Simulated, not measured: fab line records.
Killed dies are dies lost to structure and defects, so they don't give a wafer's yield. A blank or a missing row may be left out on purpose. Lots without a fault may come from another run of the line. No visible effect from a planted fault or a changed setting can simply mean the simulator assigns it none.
fab line records    flow sky130
record: lots: 5  wafers: 15  last_day: 50
route steps=708 shown DNWELL@41 PWDE@45 NWELL@56 PAD_OPEN@708
lots with no fault: from the same line, run without faults
start_h: the number of hours between the record's first day and the start of the first shown wafer of the lot    wait_h: time in hours since the lot's previous step    " identical to the entry in the row above    L1.1+2: a row that stands for several wafers    - no value, or no start given    * or withheld: withheld    < > ~ a bound
route shown NAME@n: names a module that has steps shown in the file, with the first one's number in the route    usual: mean/standard deviation of fault-free wafers    same: alike in all rows    chamber/n: place in a boat    sites: the reading at each site    _std_site: their standard deviation    _edge_site: inner sites' mean taken away from outer sites' mean    radius_mm: for every site, how far away it sits from the centre of the wafer    mask NAME#n: copy n    behind: the last tool/chamber to shape the wafer    hold: what put the lot on hold/how long, in hours/how the hold closed    device: the transistor (n, p or np) that didn't switch    end of line: at the end of the route, the tests of the same wafers    a step without rows: its recipe alone    killed: count of dies lost to structure and defects at first sort (not the wafer's yield)    map: a wafer's dies, marking killed ones x, the rest . and places with no die _
set.NAME: the setting that was run; set.NAME@STEP: the one run at that earlier step    model.NAME: the simulator's own value behind a step, which no gauge read
certain route steps with their lots: each step a table, each wafer a row
services: from which hour (start_h, from the record's first day; less than 0 if before it) a tool's chamber was out of use, for how many hours, and why
== steps ==
step: SKY_DNWELL_DEVELOP_06
recipe: wall_angle_deg: 90  developer: TMAH  develop_time_s: 60  dev_temp_c: 23
step: SKY_DNWELL_IMPLANT_07
recipe: species: P  energy_kev: withheld  dose_cm2: withheld  tilt_deg: withheld
step: SKY_DNWELL_STRIP_08
recipe: chemistry: O2/N2  power_w: 1400  pressure_mtorr: 1500  platen_temp_c: withheld  o2_flow_sccm: 3000  n2_flow_sccm: 300  overash_fraction: 0.5
usual: drypump_motor_current_A: 5.8/0.56  n2_flow_sccm: 299.9/0.87  oes_product_au: 0.722/0.0046  strip_time_to_endpoint_s: 36.88/0.11
lot.wafer  tool             chamber  start_h  wait_h  drypump_motor_current_A  n2_flow_sccm  oes_product_au  rf_hours_counter_h  strip_time_to_endpoint_s
L770.2     plasma_asher-02  1        55.70    0.1     6.2                      299.9         0.720           25                  36.71
L770.4     "                1        "        "       6.2                      299.7         0.729           -                   36.84
L770.5     "                0        "        "       4.9                      298.4         0.720           -                   36.88
L771.2     plasma_asher-04  0        60.60    0.1     6.6                      300.4         0.723           42                  36.88
L771.3     "                0        "        "       6.6                      300.1         0.716           -                   36.73
L771.6     "                1        "        "       5.5                      299.5         0.718           -                   36.79
L777.2     plasma_asher-04  0        89.68    0.1     6.6                      299.0         0.721           45                  36.87
L777.3     "                1        "        "       5.5                      300.0         0.726           -                   36.78
L777.6     "                1        "        "       5.5                      300.0         0.728           -                   36.80
L780.1     plasma_asher-01  1        108.41   0.1     5.7                      299.2         0.723           44                  36.73
L780.3     "                1        "        "       5.7                      299.2         0.721           -                   36.64
L780.5     "                0        "        "       6.1                      299.2         0.723           -                   36.66
L792.4     plasma_asher-04  0        171.24   0.1     6.6                      299.3         0.725           -                   36.96
L792.5     "                0        "        "       6.6                      300.0         0.720           -                   36.85
L792.6     "                1        "        "       5.5                      301.4         0.724           -                   36.95
step: SKY_DNWELL_TW_MEAS_09
usual: DNWELL_TW: 1110/6.9
lot.wafer  tool           chamber  start_h  wait_h  DNWELL_TW
L770.2     film_metro-03  -        55.81    0.1     1113
L770.4     "              -        "        "       1107
L770.5     "              -        "        "       1110
L771.2     film_metro-03  -        60.71    0.1     1106
L771.3     "              -        "        "       1107
L771.6     "              -        "        "       1113
L777.2     film_metro-03  -        89.79    0.1     1109
L777.3     "              -        "        "       1104
L777.6     "              -        "        "       1110
L780.1     film_metro-03  -        108.51   0.1     1107
L780.3     "              -        "        "       1104
L780.5     "              -        "        "       1097
L792.4     film_metro-03  -        171.33   0.1     1099
L792.5     "              -        "        "       1096
L792.6     "              -        "        "       1103
step: SKY_PWDE_DEHYDRATE_00
recipe: temp_c: 200  time_s: 60
step: SKY_PWDE_HMDS_01
recipe: prime_time_s: 60  prime_temp_c: 120
step: SKY_PWDE_COAT_02
recipe: spin_rpm: 2000  resist_thk_nm: 3000
step: SKY_PWDE_SOFTBAKE_03
recipe: temp_c: 110  time_s: withheld
step: SKY_PWDE_EXPOSE_04
recipe: mask_id: PWDEM  na: 0.6  source_shape: conventional  sigma_outer: 0.6  polarization: unpolarized  target_cd_nm: 840  dose_mj: 214
step: SKY_PWDE_PEB_05
recipe: temp_c: 115  time_s: withheld
step: SKY_PWDE_DEVELOP_06
recipe: wall_angle_deg: 90  developer: TMAH  develop_time_s: 60  dev_temp_c: 23
step: SKY_PWDE_OVL_MEAS_07
usual: PWDE_OVL: 0.0/1.3
lot.wafer  tool        chamber  start_h  wait_h  PWDE_OVL[nm]
L770.2     overlay-02  -        71.96    -       2.0
L770.4     "           -        "        "       -0.3
L770.5     "           -        "        "       -0.4
L771.2     overlay-01  -        77.18    -       1.7
L771.3     "           -        "        "       1.6
L771.6     "           -        "        "       0.1
L777.2     overlay-01  -        107.51   -       0.5
L777.3     "           -        "        "       0.3
L777.6     "           -        "        "       -0.8
L780.1     overlay-01  -        126.10   -       0.4
L780.3     "           -        "        "       -2.3
L780.5     "           -        "        "       -1.0
L792.4     overlay-01  -        192.37   -       1.2
L792.5     "           -        "        "       0.2
L792.6     "           -        "        "       0.4
step: SKY_PWDE_IMPLANT_08
recipe: species: B  energy_kev: 150  dose_cm2: 3.6e+12  tilt_deg: withheld
lot.wafer   tool          chamber  start_h  wait_h
L770.2+4+5  implanter-01  0        72.41    0.4
L771.2+3+6  implanter-01  0        77.24    0.0
L777.2+3+6  implanter-03  0        107.56   0.0
L780.1+3+5  implanter-03  0        126.14   0.0
L792.4+5+6  implanter-04  0        192.46   0.1
step: SKY_PWDE_STRIP_09
recipe: chemistry: O2/N2  power_w: 1400  pressure_mtorr: 1500  platen_temp_c: withheld  o2_flow_sccm: 3000  n2_flow_sccm: 300  overash_fraction: 0.5
usual: drypump_motor_current_A: 5.5/0.46  n2_flow_sccm: 300.1/0.99  oes_product_au: 0.723/0.0044  strip_time_to_endpoint_s: 36.92/0.11
lot.wafer  tool             chamber  start_h  wait_h  drypump_motor_current_A  n2_flow_sccm  oes_product_au  rf_hours_counter_h  strip_time_to_endpoint_s
L770.2     plasma_asher-01  1        72.54    0.1     5.7                      301.6         0.723           40                  36.88
L770.4     "                0        "        "       6.1                      300.0         0.715           -                   36.88
L770.5     "                0        "        "       6.1                      299.9         0.722           -                   36.90
L771.2     plasma_asher-02  1        77.36    0.1     6.1                      299.8         0.720           27                  36.97
L771.3     "                0        "        "       4.9                      300.4         0.720           -                   36.75
L771.6     "                0        "        "       4.9                      299.6         0.726           -                   36.93
L777.2     plasma_asher-03  0        107.69   0.1     5.3                      301.1         0.722           37                  36.76
L777.3     "                1        "        "       5.2                      300.8         0.726           -                   36.76
L777.6     "                0        "        "       5.3                      299.3         0.724           -                   36.66
L780.1     plasma_asher-01  0        126.29   0.1     6.1                      301.5         0.719           46                  36.76
L780.3     "                0        "        "       6.1                      301.9         0.724           -                   36.73
L780.5     "                1        "        "       5.7                      300.3         0.730           -                   36.75
L792.4     plasma_asher-02  1        192.57   0.1     6.1                      299.3         0.721           -                   36.95
L792.5     "                0        "        "       4.9                      298.6         0.720           -                   36.91
L792.6     "                1        "        "       6.1                      300.6         0.727           -                   36.89
step: SKY_PWDE_TW_MEAS_10
usual: PWDE_TW: 372.0/2
lot.wafer  tool           chamber  start_h  wait_h  PWDE_TW
L770.2     film_metro-01  -        72.65    0.1     374.3
L770.4     "              -        "        "       371.6
L770.5     "              -        "        "       372.0
L771.2     film_metro-01  -        77.47    0.1     370.4
L771.3     "              -        "        "       370.6
L771.6     "              -        "        "       371.4
L777.2     film_metro-03  -        107.80   0.1     373.7
L777.3     "              -        "        "       371.4
L777.6     "              -        "        "       370.5
L780.1     film_metro-04  -        126.40   0.1     365.3
L780.3     "              -        "        "       368.1
L780.5     "              -        "        "       368.6
L792.4     film_metro-01  -        192.67   0.1     371.7
L792.5     "              -        "        "       374.9
L792.6     "              -        "        "       373.7
step: SKY_NWELL_DEHYDRATE_03
recipe: temp_c: 200  time_s: 60
step: SKY_NWELL_HMDS_04
recipe: prime_time_s: 60  prime_temp_c: 120
step: SKY_NWELL_COAT_05
recipe: spin_rpm: 2000  resist_thk_nm: 3000
step: SKY_NWELL_SOFTBAKE_06
recipe: temp_c: 110  time_s: withheld
step: SKY_NWELL_EXPOSE_07
recipe: mask_id: NWM  na: 0.6  source_shape: conventional  sigma_outer: 0.6  polarization: unpolarized  target_cd_nm: 840  dose_mj: 255
step: SKY_NWELL_PEB_08
recipe: temp_c: 115  time_s: withheld
step: SKY_NWELL_DEVELOP_09
recipe: wall_angle_deg: 90  developer: TMAH  develop_time_s: 60  dev_temp_c: 23
step: SKY_NWELL_OVL_MEAS_10
usual: NWELL_00_OVL: -1.5/1.3
lot.wafer  tool        chamber  start_h  wait_h  NWELL_00_OVL[nm]
L770.2     overlay-01  -        88.74    -       -1.4
L770.4     "           -        "        "       -2.1
L770.5     "           -        "        "       -0.6
L771.2     overlay-01  -        94.16    -       -3.4
L771.3     "           -        "        "       -4.3
L771.6     "           -        "        "       -2.2
L777.2     overlay-01  -        125.76   -       -1.9
L777.3     "           -        "        "       1.5
L777.6     "           -        "        "       -1.6
L780.1     overlay-01  -        145.06   -       -2.0
L780.3     "           -        "        "       -1.4
L780.5     "           -        "        "       -1.7
L792.4     overlay-01  -        214.17   -       -2.2
L792.5     "           -        "        "       -2.6
L792.6     "           -        "        "       -2.3
step: SKY_NWELL_IMPLANT_11
recipe: species: P  energy_kev: 400  dose_cm2: 1.9e+13  tilt_deg: withheld
step: SKY_NWELL_IMPLANT_12
recipe: species: P  energy_kev: 120  dose_cm2: 1.3e+12  tilt_deg: withheld
step: SKY_NWELL_IMPLANT_13
recipe: species: P  energy_kev: 50  dose_cm2: 7e+11  tilt_deg: withheld
step: SKY_NWELL_STRIP_14
recipe: chemistry: O2/N2  power_w: 1400  pressure_mtorr: 1500  platen_temp_c: withheld  o2_flow_sccm: 3000  n2_flow_sccm: 300  overash_fraction: 0.5
usual: drypump_motor_current_A: 5.6/0.59  n2_flow_sccm: 300.0/0.93  oes_product_au: 0.722/0.0048  strip_time_to_endpoint_s: 36.95/0.11
lot.wafer  tool             chamber  start_h  wait_h  drypump_motor_current_A  n2_flow_sccm  oes_product_au  rf_hours_counter_h  strip_time_to_endpoint_s
L770.2     plasma_asher-04  0        89.22    0.1     6.6                      299.8         0.719           45                  36.93
L770.4     "                1        "        "       5.5                      299.1         0.717           -                   37.04
L770.5     "                1        "        "       5.5                      300.4         0.729           -                   36.99
L771.2     plasma_asher-02  0        94.64    0.1     4.9                      299.8         0.727           29                  37.01
L771.3     "                0        "        "       4.9                      300.5         0.728           -                   36.92
L771.6     "                1        "        "       6.2                      301.0         0.717           -                   36.84
L777.2     plasma_asher-04  0        126.24   0.1     6.6                      299.6         0.716           1                   36.86
L777.3     "                0        "        "       6.6                      300.0         0.724           -                   36.74
L777.6     "                0        "        "       6.6                      300.7         0.723           -                   36.84
L780.1     plasma_asher-02  1        145.54   0.1     6.2                      298.8         0.724           34                  36.96
L780.3     "                0        "        "       4.9                      298.4         0.719           -                   36.86
L780.5     "                1        "        "       6.1                      298.8         0.728           -                   36.87
L792.4     plasma_asher-02  0        214.67   0.1     4.9                      299.3         0.729           -                   37.25
L792.5     "                0        "        "       5.0                      298.5         0.716           -                   37.21
L792.6     "                1        "        "       6.2                      300.2         0.717           -                   37.27
step: SKY_NWELL_TW_MEAS_15
usual: NWELL_TW: 1813/12
lot.wafer  tool           chamber  start_h  wait_h  NWELL_TW
L770.2     film_metro-03  -        89.33    0.1     1797
L770.4     "              -        "        "       1802
L770.5     "              -        "        "       1796
L771.2     film_metro-04  -        94.75    0.1     1811
L771.3     "              -        "        "       1814
L771.6     "              -        "        "       1812
L777.2     film_metro-04  -        126.35   0.1     1815
L777.3     "              -        "        "       1833
L777.6     "              -        "        "       1810
L780.1     film_metro-03  -        145.64   0.1     1823
L780.3     "              -        "        "       1817
L780.5     "              -        "        "       1811
L792.4     film_metro-03  -        214.77   0.1     1823
L792.5     "              -        "        "       1808
L792.6     "              -        "        "       1813
step: SKY_NWELL_DEHYDRATE_16
recipe: temp_c: 200  time_s: 60
step: SKY_NWELL_HMDS_17
recipe: prime_time_s: 60  prime_temp_c: 120
step: SKY_NWELL_COAT_18
recipe: spin_rpm: 2000  resist_thk_nm: 3000
step: SKY_NWELL_SOFTBAKE_19
recipe: temp_c: 110  time_s: withheld
step: SKY_NWELL_EXPOSE_20
recipe: mask_id: NWM_COMPLEMENT  na: 0.6  source_shape: conventional  sigma_outer: 0.6  polarization: unpolarized  target_cd_nm: 840  dose_mj: 260
step: SKY_NWELL_PEB_21
recipe: temp_c: 115  time_s: withheld
step: SKY_NWELL_DEVELOP_22
recipe: wall_angle_deg: 90  developer: TMAH  develop_time_s: 60  dev_temp_c: 23
step: SKY_NWELL_OVL_MEAS_23
usual: NWELL_01_OVL: 0.4/1.1
lot.wafer  tool        chamber  start_h  wait_h  NWELL_01_OVL[nm]
L770.2     overlay-01  -        107.11   -       2.5
L770.4     "           -        "        "       2.6
L770.5     "           -        "        "       1.7
L771.2     overlay-02  -        112.86   -       -0.2
L771.3     "           -        "        "       -0.5
L771.6     "           -        "        "       -0.6
L777.2     overlay-01  -        144.49   -       0.3
L777.3     "           -        "        "       1.4
L777.6     "           -        "        "       -0.1
L780.1     overlay-01  -        165.90   -       -1.2
L780.3     "           -        "        "       1.9
L780.5     "           -        "        "       1.4
L792.4     overlay-02  -        237.58   -       0.6
L792.5     "           -        "        "       2.2
L792.6     "           -        "        "       -0.9
step: SKY_NWELL_IMPLANT_24
recipe: species: B  energy_kev: 140  dose_cm2: 9.2e+12  tilt_deg: withheld
step: SKY_NWELL_STRIP_25
recipe: chemistry: O2/N2  power_w: 1400  pressure_mtorr: 1500  platen_temp_c: withheld  o2_flow_sccm: 3000  n2_flow_sccm: 300  overash_fraction: 0.5
usual: drypump_motor_current_A: 5.7/0.61  n2_flow_sccm: 300.0/0.98  oes_product_au: 0.722/0.0045  strip_time_to_endpoint_s: 36.92/0.13
lot.wafer  tool             chamber  start_h  wait_h  drypump_motor_current_A  n2_flow_sccm  oes_product_au  rf_hours_counter_h  strip_time_to_endpoint_s
L770.2     plasma_asher-02  0        107.29   0.1     4.9                      299.0         0.727           30                  36.86
L770.4     "                1        "        "       6.2                      300.2         0.718           -                   36.92
L770.5     "                0        "        "       4.9                      299.6         0.717           -                   36.95
L771.2     plasma_asher-03  1        113.04   0.1     5.3                      300.4         0.719           38                  36.78
L771.3     "                0        "        "       5.3                      299.0         0.726           -                   36.77
L771.6     "                0        "        "       5.3                      299.6         0.714           -                   36.83
L777.2     plasma_asher-02  0        144.67   0.1     4.9                      299.6         0.728           34                  37.00
L777.3     "                0        "        "       4.9                      300.6         0.715           -                   37.16
L777.6     "                1        "        "       6.1                      300.7         0.712           -                   37.17
L780.1     plasma_asher-04  1        166.09   0.1     5.4                      300.1         0.718           5                   36.96
L780.3     "                0        "        "       6.6                      299.6         0.727           -                   37.11
L780.5     "                1        "        "       5.4                      300.5         0.721           -                   36.97
L792.4     plasma_asher-04  1        237.78   0.1     5.5                      300.0         0.727           -                   36.76
L792.5     "                0        "        "       6.6                      300.8         0.722           -                   36.55
L792.6     "                1        "        "       5.5                      298.3         0.721           -                   36.62
step: SKY_NWELL_TW_MEAS_26
usual: NWELL_2_TW: 492/3.5
lot.wafer  tool           chamber  start_h  wait_h  NWELL_2_TW
L770.2     film_metro-03  -        107.40   0.1     494
L770.4     "              -        "        "       492
L770.5     "              -        "        "       494
L771.2     film_metro-01  -        113.15   0.1     497
L771.3     "              -        "        "       494
L771.6     "              -        "        "       494
L777.2     film_metro-01  -        144.78   0.1     493
L777.3     "              -        "        "       493
L777.6     "              -        "        "       490
L780.1     film_metro-03  -        166.19   0.1     498
L780.3     "              -        "        "       495
L780.5     "              -        "        "       497
L792.4     film_metro-04  -        237.87   0.1     489
L792.5     "              -        "        "       488
L792.6     "              -        "        "       488
step: SKY_NWELL_CLEAN_27
recipe: chemistry: SC1/SC2  mix: 1:4:20  temp_c: 70  time_s: 150  dry: n2_spin
step: SKY_NWELL_RTA_28
recipe: temp_c: 1050  time_s: 30  idle_temp_c: 650  ramp_up_c_per_s: 150  ramp_down_c_per_s: 90  ambient: N2
usual: lamp_power_pct: 25.30/0.058  wafer_temp_C_max: 1055.0/1
lot.wafer  tool           chamber  start_h  wait_h  lamp_power_pct  wafer_temp_C_max
L770.2     rtp_anneal-02  0        107.53   0.0     25.31           1055.1
L770.4     "              0        "        "       25.26           1054.4
L770.5     "              0        "        "       25.32           1053.6
L771.2     rtp_anneal-01  0        113.27   0.0     25.41           1056.1
L771.3     "              0        "        "       25.24           1054.5
L771.6     "              0        "        "       25.38           1054.6
L777.2     rtp_anneal-02  0        144.90   0.0     25.32           1054.4
L777.3     "              0        "        "       25.36           1056.9
L777.6     "              0        "        "       25.29           1053.1
L780.1     rtp_anneal-02  0        166.30   0.0     25.36           1054.8
L780.3     "              0        "        "       25.32           1053.5
L780.5     "              0        "        "       25.31           1056.7
L792.4     rtp_anneal-02  0        238.00   0.1     25.33           1054.9
L792.5     "              0        "        "       25.33           1054.9
L792.6     "              0        "        "       25.35           1055.3
step: SKY_NWELL_RS_MEAS_29
recipe: thk_meas_gauge: four-point-probe
usual: NWELL_RS: 624.6/1.7
lot.wafer  tool           chamber  start_h  wait_h  NWELL_RS[ohm/sq]
L770.2     film_metro-04  -        107.63   0.1     627.8
L770.4     "              -        "        "       626.1
L770.5     "              -        "        "       626.5
L771.2     film_metro-04  -        113.37   0.1     623.8
L771.3     "              -        "        "       621.9
L771.6     "              -        "        "       622.7
L777.2     film_metro-04  -        145.00   0.1     625.1
L777.3     "              -        "        "       625.9
L777.6     "              -        "        "       623.1
L780.1     film_metro-01  -        166.40   0.1     623.4
L780.3     "              -        "        "       625.5
L780.5     "              -        "        "       625.7
L792.4     film_metro-01  -        238.11   0.1     625.7
L792.5     "              -        "        "       625.6
L792.6     "              -        "        "       626.6
step: SKY_NWELL_RS_MEAS_31
recipe: thk_meas_gauge: four-point-probe
usual: PWDE_RS: 5278/18
lot.wafer  tool           chamber  start_h  wait_h  PWDE_RS[ohm/sq]
L770.2     film_metro-04  -        107.87   0.1     5288
L770.4     "              -        "        "       5288
L770.5     "              -        "        "       5303
L771.2     film_metro-04  -        113.61   0.1     5280
L771.3     "              -        "        "       5299
L771.6     "              -        "        "       5290
L777.2     film_metro-04  -        145.24   0.1     5245
L777.3     "              -        "        "       5280
L777.6     "              -        "        "       5263
L780.1     film_metro-01  -        166.64   0.1     5576
L780.3     "              -        "        "       5553
L780.5     "              -        "        "       5594
L792.4     film_metro-01  -        238.35   0.1     5275
L792.5     "              -        "        "       5287
L792.6     "              -        "        "       5288
step: SKY_PAD_OPEN_PROBE_99
usual: killed_at_M0_to_M3: 43/6.7  killed_at_M4_up: 3.1/1.9  killed_at_contacts: 25/5  killed_at_front_end: 15/4  killed_at_other: 0.4/0.69  killed_dies: 87/9.2  killed_open: 46/7.1  killed_short: 40/6.8
same: gross_dies: 492  killed_at_back_side: 0
lot.wafer  tool       chamber  start_h  wait_h  killed_at_M0_to_M3  killed_at_M4_up  killed_at_contacts  killed_at_front_end  killed_at_other  killed_dies  killed_open  killed_short  model.etest.res_p_drift_20v.line_ohm_um  model.etest.res_p_drift_20v.rs_ohm_sq  model.etest.res_pwde_under_gate.rs_ohm_sq
L770.2     prober-01  -        1080.40  0.1     48                  5                18                  11                   1                83           47           35            1.079e+04                                9022                                   6081
L770.4     prober-01  -        1080.50  0.2     40                  2                28                  15                   2                87           45           41            1.223e+04                                1.036e+04                              6109
L770.5     prober-01  -        1080.55  0.2     40                  4                31                  10                   1                86           50           36            1.091e+04                                9234                                   6093
L771.2     prober-02  -        1089.06  0.1     53                  4                24                  10                   0                91           43           48            1.157e+04                                9679                                   6046
L771.3     prober-02  -        1089.11  0.2     37                  4                28                  14                   0                83           39           44            1.131e+04                                9251                                   6158
L771.6     prober-02  -        1089.26  0.2     34                  3                31                  12                   0                80           45           35            1.066e+04                                8868                                   6104
L777.2     prober-02  -        1124.57  0.1     38                  7                26                  9                    0                80           45           35            1.065e+04                                8739                                   6205
L777.3     prober-02  -        1124.62  0.2     38                  4                31                  18                   0                91           46           45            1.09e+04                                 9128                                   6206
L777.6     prober-02  -        1124.77  0.2     53                  1                17                  9                    0                80           41           39            1.087e+04                                9145                                   6231
L780.1     prober-01  -        1141.32  0.1     53                  2                22                  18                   0                95           56           38            1.468e+04                                1.215e+04                              6902
L780.3     prober-01  -        1141.42  0.2     45                  4                21                  18                   0                88           41           46            1.238e+04                                1.036e+04                              6872
L780.5     prober-01  -        1141.52  0.2     51                  4                12                  20                   1                88           51           35            1.409e+04                                1.184e+04                              6928
L792.4     prober-02  -        1206.32  0.2     40                  2                25                  13                   0                80           50           28            1.157e+04                                9778                                   6158
L792.5     prober-02  -        1206.37  0.2     47                  10               22                  15                   0                94           45           49            1.23e+04                                 1.045e+04                              6141
L792.6     prober-02  -        1206.42  0.2     28                  2                30                  15                   0                75           40           34            1.089e+04                                9192                                   6170
killed by level:class
L770.2 VIA1:geometric_particle:open=12 VIA3:geometric_particle:open=10 VIA2:geometric_particle:open=8 FIELD_ISO:geometric_particle:short=7 LOCAL_INTERCONNECT:geometric_particle:short=5 CONTACT:geometric_particle:open=5 METAL1:geometric_particle:short=5 METAL2:geometric_particle:short=5
L770.4 CONTACT:geometric_particle:open=10 VIA2:geometric_particle:open=8 LOCAL_INTERCONNECT:geometric_particle:short=7 LI_CONTACT:geometric_particle:open=6 VIA1:geometric_particle:open=5 FIELD_ISO:geometric_particle:open=4 METAL1:geometric_particle:short=4 METAL2:geometric_particle:short=4
L770.5 CONTACT:geometric_particle:open=12 VIA1:geometric_particle:open=10 LI_CONTACT:geometric_particle:open=7 VIA2:geometric_particle:open=7 METAL1:geometric_particle:short=6 VIA3:geometric_particle:open=6 CONTACT:geometric_particle:short=5 LOCAL_INTERCONNECT:geometric_particle:short=4
L771.2 VIA1:geometric_particle:open=12 VIA2:geometric_particle:short=8 METAL1:geometric_particle:short=7 CONTACT:geometric_particle:open=7 LI_CONTACT:geometric_particle:open=6 METAL2:geometric_particle:short=6 LOCAL_INTERCONNECT:geometric_particle:short=5 VIA1:geometric_particle:short=5
L771.3 CONTACT:geometric_particle:short=8 LI_CONTACT:geometric_particle:open=7 CONTACT:geometric_particle:open=6 VIA1:geometric_particle:short=6 VIA2:geometric_particle:open=6 LOCAL_INTERCONNECT:geometric_particle:short=5 FIELD_ISO:geometric_particle:short=4 POLY_GATE:geometric_particle:open=4
L771.6 VIA1:geometric_particle:open=13 LI_CONTACT:geometric_particle:short=9 CONTACT:geometric_particle:open=9 LI_CONTACT:geometric_particle:open=7 METAL1:geometric_particle:short=5 VIA1:geometric_particle:short=5 POLY_GATE:geometric_particle:short=4 FIELD_ISO:geometric_particle:open=3
L777.2 CONTACT:geometric_particle:open=8 VIA3:geometric_particle:open=8 VIA2:geometric_particle:open=7 METAL4:geometric_particle:short=7 LI_CONTACT:geometric_particle:open=6 VIA1:geometric_particle:open=6 LI_CONTACT:geometric_particle:short=4 LOCAL_INTERCONNECT:geometric_particle:short=4
L777.3 CONTACT:geometric_particle:open=10 CONTACT:geometric_particle:short=9 VIA1:geometric_particle:open=8 METAL2:geometric_particle:short=5 VIA2:geometric_particle:open=5 VIA3:geometric_particle:short=5 VIA3:geometric_particle:open=5 FIELD_ISO:geometric_particle:open=4
L777.6 VIA1:geometric_particle:open=12 VIA2:geometric_particle:open=10 METAL2:geometric_particle:short=7 VIA3:geometric_particle:open=6 CONTACT:geometric_particle:open=6 VIA1:geometric_particle:short=5 VIA2:geometric_particle:short=4 METAL1:geometric_particle:short=4
L780.1 VIA1:geometric_particle:open=16 VIA3:geometric_particle:open=9 CONTACT:geometric_particle:open=7 VIA3:geometric_particle:short=6 FIELD_ISO:geometric_particle:short=5 VIA1:geometric_particle:short=5 FIELD_ISO:geometric_particle:open=4 POLY_GATE:geometric_particle:open=4
L780.3 VIA3:geometric_particle:open=8 METAL1:geometric_particle:short=7 CONTACT:geometric_particle:open=6 VIA1:geometric_particle:short=5 FIELD_ISO:geometric_particle:open=5 POLY_GATE:geometric_particle:short=5 LI_CONTACT:geometric_particle:open=5 LOCAL_INTERCONNECT:geometric_particle:short=5
L780.5 VIA1:geometric_particle:open=15 VIA3:geometric_particle:open=10 METAL1:geometric_particle:short=7 VIA1:geometric_particle:short=7 CONTACT:geometric_particle:open=6 LI_CONTACT:geometric_particle:open=4 VIA2:geometric_particle:open=4 METAL2:geometric_particle:short=4
L792.4 CONTACT:geometric_particle:open=12 VIA1:geometric_particle:open=9 METAL1:geometric_particle:short=8 LI_CONTACT:geometric_particle:open=7 VIA3:geometric_particle:open=6 VIA2:geometric_particle:open=4 VIA2:geometric_particle:short=4 FIELD_ISO:geometric_particle:open=3
L792.5 VIA1:geometric_particle:open=10 METAL1:geometric_particle:short=6 CONTACT:geometric_particle:open=6 VIA3:geometric_particle:short=6 METAL4:geometric_particle:short=6 METAL2:geometric_particle:short=6 FIELD_ISO:geometric_particle:open=5 POLY_GATE:geometric_particle:short=5
L792.6 CONTACT:geometric_particle:open=8 LI_CONTACT:geometric_particle:open=8 FIELD_ISO:geometric_particle:short=7 VIA3:geometric_particle:open=6 LI_CONTACT:geometric_particle:short=5 CONTACT:geometric_particle:short=4 LOCAL_INTERCONNECT:geometric_particle:short=4 VIA1:geometric_particle:open=4
== services ==
tool             chamber  start_h  hours  kind
plasma_asher-03  -        35.24    1.2    repair
plasma_asher-03  -        38.38    3.4    repair
rtp_anneal-01    -        40.93    1.5    repair
implanter-03     -        67.96    6.9    repair
implanter-03     -        71.91    1.8    repair
implanter-04     -        103.13   4.9    pm
implanter-03     -        107.77   1.8    repair
plasma_asher-04  -        108.75   9.0    pm
plasma_asher-04  0        108.75   9.0    vent_cycle
plasma_asher-04  1        108.75   9.0    vent_cycle
plasma_asher-04  0        117.75   -      clean
plasma_asher-04  1        117.75   -      clean
implanter-01     -        133.50   16.3   pm
plasma_asher-01  -        137.87   3.3    repair
implanter-04     -        152.97   2.3    repair
implanter-04     -        155.06   1.6    repair
implanter-03     -        156.45   1.9    repair
implanter-01     -        173.06   1.4    repair
implanter-03     -        203.35   2.9    repair
rtp_anneal-01    -        223.61   3.4    pm
== key ==
first_sign: step: SKY_PWDE_TW_MEAS_10  reading: PWDE_TW  direction: down  sigmas: 2.4  usual: 372.0  struck: 367.3
effect: step: SKY_NWELL_RS_MEAS_31  reading: PWDE_RS  direction: up  sigmas: 16  usual: 5278  struck: 5574
model_effect: step: SKY_PAD_OPEN_PROBE_99  value: etest.res_p_drift_20v.line_ohm_um  without: 1.22e+04  struck: 1.372e+04
met_at SKY_PWDE_IMPLANT_08
struck_wafers L780.1,L780.3,L780.5
tester_left_out L780
onset_between 107.56 126.14
also_fits SKY_DNWELL_STRIP_08:plasma_asher-01,SKY_PWDE_STRIP_09:plasma_asher-01
fault: kind: process_parameter_drift  tool: implanter-03  chamber: -  onset_h: 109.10  steps: SKY_PWDE_IMPLANT_08  channel: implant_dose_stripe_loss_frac  offset: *  shape: step  end_h: 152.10
tester_left_out: of these lots the tester's yield and bins aren't shown, on N5 and GAA mostly nor the transistor test; their killed dies are dies lost to structure and defects alone, not to doping, threshold or leakage, so they don't give the yield
